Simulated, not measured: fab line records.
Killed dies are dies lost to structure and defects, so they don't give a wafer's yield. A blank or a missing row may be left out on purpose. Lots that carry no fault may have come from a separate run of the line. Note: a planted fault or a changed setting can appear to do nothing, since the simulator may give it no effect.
Which tool did it? :: flow gf180mcu :: 13 lots, 39 wafers sampled, at 3 steps of a route of 602

## WHAT THE GAUGES SHOWED, per wafer
GF_VT_IMPLANT_RS_MEAS_48: the measuring method here is four-point-probe. Usual: LVPWELL_RS gives 1197 ohm/sq (standard deviation 3.2).
lot: L237
measured: day 7 10:08
on: film metro-03
LVPWELL_RS (ohm/sq): 1198 1197 1198
flag: 

lot: L239
measured: day 8 00:03
on: film metro-04
LVPWELL_RS (ohm/sq): 1193 1193 1194
flag: 

lot: L240
measured: day 8 07:30
on: film metro-04
LVPWELL_RS (ohm/sq): 1198 1199 1197
flag: 

lot: L241
measured: day 8 11:47
on: film metro-04
LVPWELL_RS (ohm/sq): 1198 1196 1197
flag: 

lot: L245
measured: day 10 00:08
on: film metro-03
LVPWELL_RS (ohm/sq): 1202 1197 1200
flag: 

lot: L249
measured: day 11 08:20
on: film metro-03
LVPWELL_RS (ohm/sq): 1229 1233 1230
flag: OFF

lot: L250
measured: day 11 12:50
on: film metro-01
LVPWELL_RS (ohm/sq): 1231 1231 1230
flag: OFF

lot: L251
measured: day 11 13:17
on: film metro-04
LVPWELL_RS (ohm/sq): 1195 1200 1195
flag: 

lot: L255
measured: day 12 15:29
on: film metro-01
LVPWELL_RS (ohm/sq): 1195 1194 1193
flag: 

lot: L256
measured: day 12 21:05
on: film metro-03
LVPWELL_RS (ohm/sq): 1200 1204 1203
flag: 

lot: L258
measured: day 13 10:23
on: film metro-03
LVPWELL_RS (ohm/sq): 1202 1203 1202
flag: 

lot: L259
measured: day 13 17:53
on: film metro-01
LVPWELL_RS (ohm/sq): 1192 1194 1196
flag: 

lot: L260
measured: day 14 00:00
on: film metro-04
LVPWELL_RS (ohm/sq): 1194 1189 1191
flag: 

GF_M1_OVL_MEAS_15. Usual: M1_OVL gives 4 nm (standard deviation 4.6).
lot: L237
measured: day 16 19:13
on: overlay-02
M1_OVL (nm): -1 4 7
flag: 

lot: L239
measured: day 17 15:46
on: overlay-02
M1_OVL (nm): 2 -4 0
flag: 

lot: L240
measured: day 18 01:01
on: overlay-01
M1_OVL (nm): -1 1 5
flag: 

lot: L241
measured: day 18 08:22
on: overlay-01
M1_OVL (nm): 0 7 4
flag: 

lot: L245
measured: day 20 09:34
on: overlay-02
M1_OVL (nm): -3 4 -1
flag: 

lot: L249
measured: day 21 23:43
on: overlay-02
M1_OVL (nm): -1 0 5
flag: 

lot: L250
measured: day 22 07:37
on: overlay-01
M1_OVL (nm): 2 3 10
flag: 

lot: L251
measured: day 22 05:09
on: overlay-02
M1_OVL (nm): 1 4 -1
flag: 

lot: L255
measured: day 23 15:34
on: overlay-01
M1_OVL (nm): 0 2 1
flag: 

lot: L256
measured: day 23 22:37
on: overlay-02
M1_OVL (nm): 4 2 3
flag: 

lot: L258
measured: day 24 12:42
on: overlay-01
M1_OVL (nm): 14 10 15
flag: 

lot: L259
measured: day 24 19:04
on: overlay-01
M1_OVL (nm): -2 1 -3
flag: 

lot: L260
measured: day 25 04:37
on: overlay-01
M1_OVL (nm): 5 -2 7
flag: 

## WHICH TOOL RAN EACH LOT (tool, then ch and the chambers of the sampled wafers, then the start)
lot: L237
GF_LVPWELL_IMPLANT_09: implanter-01 ch 0, day 3 20:13

lot: L239
GF_LVPWELL_IMPLANT_09: implanter-01 ch 0, day 4 06:55

lot: L240
GF_LVPWELL_IMPLANT_09: implanter-01 ch 0, day 4 12:20

lot: L241
GF_LVPWELL_IMPLANT_09: implanter-03 ch 0, day 4 17:23

lot: L245
GF_LVPWELL_IMPLANT_09: implanter-01 ch 0, day 5 21:53

lot: L249
GF_LVPWELL_IMPLANT_09: implanter-01 ch 0, day 7 00:31

lot: L250
GF_LVPWELL_IMPLANT_09: implanter-01 ch 0, day 7 03:49

lot: L251
GF_LVPWELL_IMPLANT_09: implanter-02 ch 0, day 7 04:11

lot: L255
GF_LVPWELL_IMPLANT_09: implanter-03 ch 0, day 8 02:46

lot: L256
GF_LVPWELL_IMPLANT_09: implanter-03 ch 0, day 8 07:13

lot: L258
GF_LVPWELL_IMPLANT_09: implanter-02 ch 0, day 8 19:50

lot: L259
GF_LVPWELL_IMPLANT_09: implanter-03 ch 0, day 9 02:02

lot: L260
GF_LVPWELL_IMPLANT_09: implanter-03 ch 0, day 9 05:16
- GF_LVPWELL_IMPLANT_09

## WHAT THE TOOLS THEMSELVES READ (means of the sampled wafers that have a number; where no wafer has one, the mark that the record gives instead)
GF_LVPWELL_IMPLANT_09. Usual: dose ions cm2 5e+12, standard deviation 5.2e+09; faraday current uA 28.3, standard deviation 0.53.
lot: L237
tool: implanter-01
dose ions cm2: 5e+12
faraday current uA: 28.4
flag: 

lot: L239
tool: implanter-01
dose ions cm2: 5e+12
faraday current uA: 27.6
flag: 

lot: L240
tool: implanter-01
dose ions cm2: 5e+12
faraday current uA: 28.0
flag: 

lot: L241
tool: implanter-03
dose ions cm2: 5e+12
faraday current uA: 28.6
flag: 

lot: L245
tool: implanter-01
dose ions cm2: 5e+12
faraday current uA: 27.8
flag: 

lot: L249
tool: implanter-01
dose ions cm2: 4e+12
faraday current uA: 24.5
flag: OFF

lot: L250
tool: implanter-01
dose ions cm2: 4e+12
faraday current uA: 24.3
flag: OFF

lot: L251
tool: implanter-02
dose ions cm2: 5e+12
faraday current uA: 28.4
flag: 

lot: L255
tool: implanter-03
dose ions cm2: 5e+12
faraday current uA: 28.0
flag: 

lot: L256
tool: implanter-03
dose ions cm2: 5e+12
faraday current uA: 28.3
flag: 

lot: L258
tool: implanter-02
dose ions cm2: 5e+12
faraday current uA: 28.6
flag: 

lot: L259
tool: implanter-03
dose ions cm2: 5e+12
faraday current uA: 28.3
flag: 

lot: L260
tool: implanter-03
dose ions cm2: 5e+12
faraday current uA: 28.9
flag: 

## THE ANSWER, worked out from the rows above alone
Rule: a lot counts as off when the mean over its wafers that have a number is more than 3 standard deviations away from the usual mean. A lot without any number at a reading at which 4 lots or more have one is off too. The other lots that the step has rows for count as sound. Order of review: gauges by route order, followed by the tools' own readings, for which a lot's mean as printed above is used. At the first step where some lot is off, the reading lying furthest off is the one used; lots without a number count as furthest.
Off: L249, L250, at GF_VT_IMPLANT_RS_MEAS_48 (LVPWELL_RS).
A tool fits if, at a process step before that reading, it ran every lot that is off, and no sound lot after the first of them. The gauges at GF_VT_IMPLANT_RS_MEAS_48 aren't tried: what is off there is off at GF_LVPWELL_IMPLANT_09 too, on other tools, and a gauge's error can't cause that. One candidate fits, namely implanter-01 at GF_LVPWELL_IMPLANT_09. Its last sound lot is L245 (day 5 21:53), its first lot that is off L249 (day 7 00:31): a fault that began between those two fits.
The tool's own readings at GF_LVPWELL_IMPLANT_09 bear it out: on the lots that are off they differ by more than 5 times the standard deviation of the sound lots' means. dose ions cm2 reads 4e+12 there against 5e+12 on the sound lots; faraday current uA reads 24.4 there against 28.3 on the sound lots.

## WHAT WAS PUT IN BY THE SIMULATOR
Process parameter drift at GF_LVPWELL_IMPLANT_09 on implanter-01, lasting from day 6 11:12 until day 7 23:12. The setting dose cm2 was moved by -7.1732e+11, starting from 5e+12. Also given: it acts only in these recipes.
Shown lots that were struck: L249, L250. The rule above found the same.
